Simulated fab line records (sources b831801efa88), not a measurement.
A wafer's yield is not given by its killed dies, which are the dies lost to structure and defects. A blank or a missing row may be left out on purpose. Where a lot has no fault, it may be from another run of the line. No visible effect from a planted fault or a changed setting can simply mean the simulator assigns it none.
Shared-tool check + flow gf180mcu + 14 lots and 41 wafers in the sample

== REASON IT WAS OPENED ==
Flagged at GF_CONTACT_CD_MEAS_14: reading cd_nm, on 2 of 14 lots. No-fault wafers: 220.4 nm, standard deviation 1.2.
Rule: flag the lot when none of its wafers has a number, or when each of its wafers that has one lies beyond 4 standard deviations from that mean. The rest of the lots are taken to be sound.

| lot  | measured     | on        | cd_nm (nm), wafer by wafer | flag    |
|------|--------------|-----------|----------------------------|---------|
| L841 | day 16 04:47 | cd_sem-02 | 222.0 221.2 221.7          |         |
| L842 | day 16 17:18 | cd_sem-02 | 220.9 221.8 221.1          |         |
| L843 | day 17 10:29 | cd_sem-01 | 221.8 220.6 220.2          |         |
| L844 | day 18 00:36 | cd_sem-02 | 220.4 221.6 220.8          |         |
| L845 | day 18 01:47 | cd_sem-02 | 220.9 221.0 220.8          |         |
| L847 | day 18 23:07 | cd_sem-02 | 220.7 219.0 218.3          |         |
| L848 | day 19 07:42 | cd_sem-02 | 219.1 218.3 218.9          |         |
| L849 | day 19 16:32 | cd_sem-01 | 220.5 219.2 221.3          |         |
| L850 | day 20 00:24 | cd_sem-01 | 223.2 221.9 222.3          |         |
| L851 | day 20 08:24 | cd_sem-02 | 220.7 221.0 220.1          |         |
| L852 | day 20 16:36 | cd_sem-02 | 218.3 220.3 219.7          |         |
| L854 | day 21 06:34 | cd_sem-02 | 217.9 218.8                |         |
| L862 | day 24 00:26 | cd_sem-01 | 247.1 247.8 246.5          | FLAGGED |
| L863 | day 24 12:23 | cd_sem-02 | 242.2 242.4 241.0          | FLAGGED |
Average over the flagged lots: 244.5 nm; offset from the usual +24.1 nm, equal to +20 standard deviations.

== EACH LOT AND THE TOOL IT RAN ON ==
3 process steps preceding the reading are held in the record, out of 602 steps in the route. Cell contents, in order: the tool; ch with the chambers the sampled wafers went through; the start.
| lot  | flag    | GF_SALICIDE_RTA_06               | GF_CONTACT_CVD_02               | GF_CONTACT_EXPOSE_11              |
|------|---------|----------------------------------|---------------------------------|-----------------------------------|
| L841 |         | rtp_anneal-01 ch 0, day 15 05:51 | pecvd-02 ch 1,2, day 15 06:16   | krf_scanner-02 ch 0, day 15 18:11 |
| L842 |         | rtp_anneal-02 ch 0, day 15 17:46 | pecvd-01 ch 0,2, day 15 18:10   | krf_scanner-01 ch 0, day 16 05:58 |
| L843 |         | rtp_anneal-02 ch 0, day 16 10:22 | pecvd-04 ch 0,1,2, day 16 10:52 | krf_scanner-01 ch 0, day 16 23:08 |
| L844 |         | rtp_anneal-01 ch 0, day 16 21:23 | pecvd-01 ch 0,1, day 16 21:47   | krf_scanner-01 ch 0, day 17 12:48 |
| L845 |         | rtp_anneal-01 ch 0, day 16 22:31 | pecvd-04 ch 1,2, day 16 22:52   | krf_scanner-01 ch 0, day 17 13:40 |
| L847 |         | rtp_anneal-01 ch 0, day 17 21:50 | pecvd-02 ch 2, day 17 22:13     | krf_scanner-01 ch 0, day 18 10:42 |
| L848 |         | rtp_anneal-02 ch 0, day 18 05:47 | pecvd-02 ch 1,2, day 18 06:16   | krf_scanner-02 ch 0, day 18 19:32 |
| L849 |         | rtp_anneal-01 ch 0, day 18 14:38 | pecvd-04 ch 0,1,2, day 18 15:02 | krf_scanner-02 ch 0, day 19 04:24 |
| L850 |         | rtp_anneal-02 ch 0, day 18 22:43 | pecvd-04 ch 0,1,2, day 18 23:07 | krf_scanner-01 ch 0, day 19 12:02 |
| L851 |         | rtp_anneal-01 ch 0, day 19 06:14 | pecvd-01 ch 0,1,2, day 19 06:38 | krf_scanner-02 ch 0, day 19 20:11 |
| L852 |         | rtp_anneal-02 ch 0, day 19 14:02 | pecvd-02 ch 0,1,2, day 19 14:32 | krf_scanner-01 ch 0, day 20 04:22 |
| L854 |         | rtp_anneal-01 ch 0, day 20 05:19 | pecvd-02 ch 0,2, day 20 05:41   | krf_scanner-01 ch 0, day 20 18:19 |
| L862 | FLAGGED | rtp_anneal-01 ch 0, day 23 00:40 | pecvd-02 ch 1,2, day 23 01:02   | krf_scanner-02 ch 0, day 23 13:07 |
| L863 | FLAGGED | rtp_anneal-01 ch 0, day 23 13:01 | pecvd-04 ch 1,2, day 23 13:25   | krf_scanner-02 ch 0, day 24 01:30 |
What the steps here do:
- GF_SALICIDE_RTA_06: time 30 s.
- GF_CONTACT_CVD_02: deposits SiO2 from TEOS, target thk 860 nm, time 95.992 s.
- GF_CONTACT_EXPOSE_11: exposes mask Contact, target cd 220 nm.
- GF_CONTACT_CD_MEAS_14: target cd 220 nm.

== FLAGGED OVER TOTAL, TOOL BY TOOL (the gauges that took the reading come last) ==
| step                  | tool           | lots run | flagged | share of the flagged lots | sound lots run after its first flagged lot |
|-----------------------|----------------|----------|---------|---------------------------|--------------------------------------------|
| GF_SALICIDE_RTA_06    | rtp_anneal-01  | 9        | 2       | all                       | 0                                          |
| GF_SALICIDE_RTA_06    | rtp_anneal-02  | 5        | 0       | none                      | -                                          |
| GF_CONTACT_CVD_02     | pecvd-01       | 3        | 0       | none                      | -                                          |
| GF_CONTACT_CVD_02     | pecvd-02       | 6        | 1       | some                      | 0                                          |
| GF_CONTACT_CVD_02     | pecvd-04       | 5        | 1       | some                      | 0                                          |
| GF_CONTACT_EXPOSE_11  | krf_scanner-01 | 8        | 0       | none                      | -                                          |
| GF_CONTACT_EXPOSE_11  | krf_scanner-02 | 6        | 2       | all                       | 0                                          |
| GF_CONTACT_CD_MEAS_14 | cd_sem-01      | 4        | 1       | some                      | 0                                          |
| GF_CONTACT_CD_MEAS_14 | cd_sem-02      | 10       | 1       | some                      | 0                                          |

== WHAT IS ALLOWED BY THE TABLE ==
Table rows that saw every flagged lot: 2, namely rtp_anneal-01 at GF_SALICIDE_RTA_06 and krf_scanner-02 at GF_CONTACT_EXPOSE_11.
- rtp_anneal-01 at GF_SALICIDE_RTA_06 ran 9 lots, 2 of them flagged. Its last sound lot is L854 (day 20 05:19), its first flagged lot L862 (day 23 00:40): a fault that began between those two fits.
- krf_scanner-02 at GF_CONTACT_EXPOSE_11 ran 6 lots, 2 of them flagged. Its last sound lot is L851 (day 19 20:11), its first flagged lot L862 (day 23 13:07): a fault that began between those two fits. Its own readings (exposure_dose_mJ_cm2) fall more than 4 standard deviations out on all wafers of the flagged lots.
These 2 tools cannot be told apart by counting lots, since each of them fits a fault that started at some hour. More lots, or a look at what each step does to the wafer, might.

== WHAT HAD BEEN PUT IN BY THE SIMULATOR ==
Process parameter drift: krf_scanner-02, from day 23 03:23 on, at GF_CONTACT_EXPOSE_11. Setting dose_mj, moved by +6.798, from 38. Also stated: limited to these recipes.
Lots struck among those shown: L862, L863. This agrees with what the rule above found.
